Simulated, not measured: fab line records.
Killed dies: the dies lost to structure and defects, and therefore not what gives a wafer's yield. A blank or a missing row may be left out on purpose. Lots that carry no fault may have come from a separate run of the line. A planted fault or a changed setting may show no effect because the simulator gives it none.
What tool caused it?	flow sky130	7 lots, 21 wafers sampled, at 1 step of a route of 708

## WHAT THE GAUGES READ, wafer by wafer
SKY_LDD_HVP_OVL_MEAS_07.
lot	measured	on	LDD_HVP_OVL (nm)
L469	day 22 17:38	overlay-02	2.3 0.4 -0.4
L471	day 23 03:04	overlay-01	-2.5 -1.3 -1.7
L475	day 24 09:55	overlay-01	0.1 0.1 0.3
L477	day 25 05:25	overlay-02	-0.4 0.6 1.2
L479	day 26 00:31	overlay-01	0.8 0.5 2.0
L483	day 27 06:04	overlay-01	0.2 0.1 0.8
L487	day 28 19:04	overlay-01	0.2 0.1 -1.7

## TOOL THAT RAN EACH LOT (tool first, then ch and the chambers of the sampled wafers, then the start)
No process step before these readings appears in the record.

## THE ANSWER, worked out from the rows above alone
Rule: the lots themselves supply what counts as usual. Put in order of their means at a reading, lots are off if they are a third of the lots or fewer, leave a main group of 4 or more, and stand apart from it by a gap of 3 or more times the standard deviation of the main group's means; of several such gaps the widest counts. Not used: any main group whose means are identical at the precision the tables above print for the reading. Also off: a lot with no number at a reading for which 4 or more lots have one. Where the step has rows for the other lots, those lots are counted as sound.
None of the lots is off at any reading shown; this tells nothing.

## WHAT THE SIMULATOR HAD PUT IN
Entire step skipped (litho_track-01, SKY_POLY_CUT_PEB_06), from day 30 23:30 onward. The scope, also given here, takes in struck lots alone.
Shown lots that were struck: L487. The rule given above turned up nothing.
